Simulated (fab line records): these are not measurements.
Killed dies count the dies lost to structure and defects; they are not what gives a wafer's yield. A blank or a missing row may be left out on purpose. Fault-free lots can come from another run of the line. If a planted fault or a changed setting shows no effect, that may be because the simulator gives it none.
Which tool is to blame? / flow gf180mcu / 13 lots, 39 wafers sampled, at 5 steps of a route of 602

== WHAT EACH GAUGE READ, for each wafer ==
GF_HV_LDD_TW_MEAS_50. Usual: HV_LDD_4_TW gives 572.8 (standard deviation 2.3).
lot=L927; measured=day 13 15:17; on=film metro-04; HV_LDD_4_TW=573.1 576.4 572.6; flag=
lot=L926; measured=day 13 16:41; on=film metro-04; HV_LDD_4_TW=575.3 573.9 574.3; flag=
lot=L931; measured=day 15 00:42; on=film metro-04; HV_LDD_4_TW=573.8 571.6 575.7; flag=
lot=L934; measured=day 15 17:37; on=film metro-03; HV_LDD_4_TW=572.1 572.7 575.0; flag=
lot=L935; measured=day 16 07:35; on=film metro-03; HV_LDD_4_TW=572.4 575.2 574.3; flag=
lot=L936; measured=day 16 08:07; on=film metro-03; HV_LDD_4_TW=579.3 577.6 581.0; flag=
lot=L937; measured=day 17 05:53; on=film metro-01; HV_LDD_4_TW=579.1 574.5 580.6; flag=
lot=L938; measured=day 17 06:12; on=film metro-01; HV_LDD_4_TW=573.3 573.9 571.2; flag=
lot=L940; measured=day 17 19:19; on=film metro-04; HV_LDD_4_TW=570.5 570.2 569.4; flag=
lot=L943; measured=day 18 19:31; on=film metro-04; HV_LDD_4_TW=573.3 573.1 574.8; flag=
lot=L945; measured=day 19 04:47; on=film metro-01; HV_LDD_4_TW=571.5 568.8 570.1; flag=
lot=L946; measured=day 19 15:49; on=film metro-03; HV_LDD_4_TW=572.8 571.8 570.4; flag=
lot=L947; measured=day 19 16:30; on=film metro-01; HV_LDD_4_TW=572.0 568.8 575.4; flag=

GF_SALICIDE_RS_MEAS_04: uses a four-point probe to measure. Usual: SALICIDE_TIN_RS gives 16.44 ohm/sq (standard deviation 0.28).
lot=L927; measured=day 16 12:05; on=film metro-01; SALICIDE_TIN_RS (ohm/sq)=16.58 16.49 16.58; flag=
lot=L926; measured=day 16 12:23; on=film metro-03; SALICIDE_TIN_RS (ohm/sq)=15.93 16.53 16.38; flag=
lot=L931; measured=day 18 00:09; on=film metro-02; SALICIDE_TIN_RS (ohm/sq)=16.69 16.75 16.65; flag=
lot=L934; measured=day 18 18:08; on=film metro-02; SALICIDE_TIN_RS (ohm/sq)=16.38 15.94 16.44; flag=
lot=L935; measured=day 19 09:14; on=film metro-01; SALICIDE_TIN_RS (ohm/sq)=16.86 16.65 17.08; flag=
lot=L936; measured=day 19 10:37; on=film metro-03; SALICIDE_TIN_RS (ohm/sq)=16.94 16.73 16.67; flag=
lot=L937; measured=day 20 09:25; on=film metro-03; SALICIDE_TIN_RS (ohm/sq)=16.63 16.57 16.56; flag=
lot=L938; measured=day 20 09:45; on=film metro-02; SALICIDE_TIN_RS (ohm/sq)=16.21 15.96 16.13; flag=
lot=L940; measured=day 21 00:08; on=film metro-03; SALICIDE_TIN_RS (ohm/sq)=16.71 16.60 16.53; flag=
lot=L943; measured=day 22 03:44; on=film metro-02; SALICIDE_TIN_RS (ohm/sq)=16.03 16.06 16.35; flag=
lot=L945; measured=day 22 08:11; on=film metro-03; SALICIDE_TIN_RS (ohm/sq)=16.87 16.95 16.88; flag=
lot=L946; measured=day 22 18:52; on=film metro-02; SALICIDE_TIN_RS (ohm/sq)=16.04 16.77 16.08; flag=
lot=L947; measured=day 22 19:30; on=film metro-02; SALICIDE_TIN_RS (ohm/sq)=16.49 16.46 16.41; flag=

GF_SALICIDE_THK_MEAS_05: measures by xrf. Usual: SALICIDE_TIN_THK gives 20.00 nm (standard deviation 0.29).
lot=L927; measured=day 16 12:12; on=film metro-01; SALICIDE_TIN_THK (nm)=20.95 20.52 20.61; flag=
lot=L926; measured=day 16 12:31; on=film metro-03; SALICIDE_TIN_THK (nm)=20.11 20.28 20.24; flag=
lot=L931; measured=day 18 00:16; on=film metro-02; SALICIDE_TIN_THK (nm)=19.65 19.75 19.72; flag=
lot=L934; measured=day 18 18:15; on=film metro-02; SALICIDE_TIN_THK (nm)=20.05 19.96 20.21; flag=
lot=L935; measured=day 19 09:21; on=film metro-01; SALICIDE_TIN_THK (nm)=19.50 19.77 19.75; flag=
lot=L936; measured=day 19 10:44; on=film metro-03; SALICIDE_TIN_THK (nm)=20.21 20.18 19.93; flag=
lot=L937; measured=day 20 09:32; on=film metro-03; SALICIDE_TIN_THK (nm)=19.96 20.08 20.12; flag=
lot=L938; measured=day 20 09:52; on=film metro-02; SALICIDE_TIN_THK (nm)=19.79 19.91 19.92; flag=
lot=L940; measured=day 21 00:13; on=film metro-03; SALICIDE_TIN_THK (nm)=20.07 20.05 19.91; flag=
lot=L943; measured=day 22 03:50; on=film metro-02; SALICIDE_TIN_THK (nm)=19.99 19.89 20.09; flag=
lot=L945; measured=day 22 08:19; on=film metro-03; SALICIDE_TIN_THK (nm)=19.87 20.13 19.61; flag=
lot=L946; measured=day 22 18:59; on=film metro-02; SALICIDE_TIN_THK (nm)=20.33 20.29 20.05; flag=
lot=L947; measured=day 22 19:37; on=film metro-02; SALICIDE_TIN_THK (nm)=20.10 19.89 20.13; flag=

== WHICH TOOL RAN EACH LOT (tool, then ch and the chambers of the sampled wafers, then the start) ==
lot=L927; GF_HV_LDD_IMPLANT_48=implanter-03 ch 0, day 13 15:02; GF_SALICIDE_SPUTTER_03=pvd sputter-03, day 16 12:04
lot=L926; GF_HV_LDD_IMPLANT_48=implanter-01 ch 0, day 13 16:26; GF_SALICIDE_SPUTTER_03=pvd sputter-01, day 16 12:22
lot=L931; GF_HV_LDD_IMPLANT_48=implanter-01 ch 0, day 15 00:28; GF_SALICIDE_SPUTTER_03=pvd sputter-04, day 18 00:07
lot=L934; GF_HV_LDD_IMPLANT_48=implanter-02 ch 0, day 15 17:22; GF_SALICIDE_SPUTTER_03=pvd sputter-01, day 18 18:06
lot=L935; GF_HV_LDD_IMPLANT_48=implanter-02 ch 0, day 16 07:20; GF_SALICIDE_SPUTTER_03=pvd sputter-01, day 19 09:12
lot=L936; GF_HV_LDD_IMPLANT_48=implanter-02 ch 0, day 16 07:53; GF_SALICIDE_SPUTTER_03=pvd sputter-03, day 19 10:34
lot=L937; GF_HV_LDD_IMPLANT_48=implanter-02 ch 0, day 17 05:38; GF_SALICIDE_SPUTTER_03=pvd sputter-03, day 20 09:23
lot=L938; GF_HV_LDD_IMPLANT_48=implanter-01 ch 0, day 17 05:57; GF_SALICIDE_SPUTTER_03=pvd sputter-04, day 20 09:44
lot=L940; GF_HV_LDD_IMPLANT_48=implanter-03 ch 0, day 17 19:07; GF_SALICIDE_SPUTTER_03=pvd sputter-04, day 21 00:03
lot=L943; GF_HV_LDD_IMPLANT_48=implanter-01 ch 0, day 18 19:17; GF_SALICIDE_SPUTTER_03=pvd sputter-04, day 22 03:40
lot=L945; GF_HV_LDD_IMPLANT_48=implanter-03 ch 0, day 19 04:32; GF_SALICIDE_SPUTTER_03=pvd sputter-03, day 22 08:10
lot=L946; GF_HV_LDD_IMPLANT_48=implanter-03 ch 0, day 19 15:34; GF_SALICIDE_SPUTTER_03=pvd sputter-01, day 22 18:49
lot=L947; GF_HV_LDD_IMPLANT_48=implanter-01 ch 0, day 19 16:16; GF_SALICIDE_SPUTTER_03=pvd sputter-03, day 22 19:27
- GF_HV_LDD_IMPLANT_48
- GF_SALICIDE_SPUTTER_03: material TiN, target thk 20 nm, time 16.7 s.

== AS READ BY THE TOOLS THEMSELVES (means over the sampled wafers that have a number; for cases with no such wafer, the mark the record gives instead) ==
GF_HV_LDD_IMPLANT_48. Usual: beam energy keV 25.000, standard deviation 0.0076; beam on s 9.97 s, standard deviation 0.2; dose ions cm2 3.0004e+13, standard deviation 2.9e+10.
lot=L927; tool=implanter-03; beam energy keV=25.009; beam on s (s)=10.12; dose ions cm2=3.0001e+13; flag=
lot=L926; tool=implanter-01; beam energy keV=25.001; beam on s (s)=9.99; dose ions cm2=2.9989e+13; flag=
lot=L931; tool=implanter-01; beam energy keV=24.993; beam on s (s)=9.75; dose ions cm2=2.9998e+13; flag=
lot=L934; tool=implanter-02; beam energy keV=24.996; beam on s (s)=10.05; dose ions cm2=3.0057e+13; flag=
lot=L935; tool=implanter-02; beam energy keV=25.003; beam on s (s)=10.01; dose ions cm2=3.0012e+13; flag=
lot=L936; tool=implanter-02; beam energy keV=26.590; beam on s (s)=9.95; dose ions cm2=3.0035e+13; flag=OFF
lot=L937; tool=implanter-02; beam energy keV=26.577; beam on s (s)=9.70; dose ions cm2=3.0050e+13; flag=OFF
lot=L938; tool=implanter-01; beam energy keV=25.008; beam on s (s)=10.14; dose ions cm2=2.9985e+13; flag=
lot=L940; tool=implanter-03; beam energy keV=24.990; beam on s (s)=10.09; dose ions cm2=2.9989e+13; flag=
lot=L943; tool=implanter-01; beam energy keV=24.997; beam on s (s)=10.11; dose ions cm2=2.9976e+13; flag=
lot=L945; tool=implanter-03; beam energy keV=24.996; beam on s (s)=9.90; dose ions cm2=2.9993e+13; flag=
lot=L946; tool=implanter-03; beam energy keV=25.001; beam on s (s)=9.87; dose ions cm2=2.9963e+13; flag=
lot=L947; tool=implanter-01; beam energy keV=24.993; beam on s (s)=9.81; dose ions cm2=3.0008e+13; flag=

GF_SALICIDE_SPUTTER_03. Usual: throttle valve pct at 29.8 %, with a standard deviation of 1.3.
lot=L927; tool=pvd sputter-03; throttle valve pct (%)=30.0; flag=
lot=L926; tool=pvd sputter-01; throttle valve pct (%)=29.7; flag=
lot=L931; tool=pvd sputter-04; throttle valve pct (%)=29.7; flag=
lot=L934; tool=pvd sputter-01; throttle valve pct (%)=28.7; flag=
lot=L935; tool=pvd sputter-01; throttle valve pct (%)=29.1; flag=
lot=L936; tool=pvd sputter-03; throttle valve pct (%)=30.0; flag=
lot=L937; tool=pvd sputter-03; throttle valve pct (%)=30.3; flag=
lot=L938; tool=pvd sputter-04; throttle valve pct (%)=30.3; flag=
lot=L940; tool=pvd sputter-04; throttle valve pct (%)=28.1; flag=
lot=L943; tool=pvd sputter-04; throttle valve pct (%)=30.2; flag=
lot=L945; tool=pvd sputter-03; throttle valve pct (%)=29.8; flag=
lot=L946; tool=pvd sputter-01; throttle valve pct (%)=30.1; flag=
lot=L947; tool=pvd sputter-03; throttle valve pct (%)=30.0; flag=

== THE ANSWER, worked out from the rows above alone ==
Rule: a lot counts as off when the mean over its wafers that have a number is more than 3 standard deviations away from the usual mean. A lot without any number at a reading at which 4 lots or more have one is off too. Any other lot the step has rows for is counted as sound. The gauges are gone through in route order, then the tools' own readings, and for those a lot's mean is taken as printed above. At the first step where some lot is off, the reading lying furthest off is the one used; lots without a number count as furthest.
Off, at GF_HV_LDD_IMPLANT_48 on beam energy keV: L936, L937.
If a tool, at that step or one of the process steps before it, ran each lot that is off and ran no sound lot following the first of them, it fits. One fits: implanter-02 at GF_HV_LDD_IMPLANT_48. Its last sound lot is L935 (day 16 07:20), its first lot that is off L936 (day 16 07:53): a fault that began between those two fits.
The tool's own readings at GF_HV_LDD_IMPLANT_48 bear it out: on the lots that are off they differ by more than 5 times the standard deviation of the sound lots' means. beam energy keV reads 26.584 there against 24.999 on the sound lots.

== WHAT THE SIMULATOR HAD INSERTED ==
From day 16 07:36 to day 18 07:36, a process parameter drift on implanter-02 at GF_HV_LDD_IMPLANT_48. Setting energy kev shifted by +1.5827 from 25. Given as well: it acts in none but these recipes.
Lots struck among those shown: L936, L937. The rule given above showed the same thing.
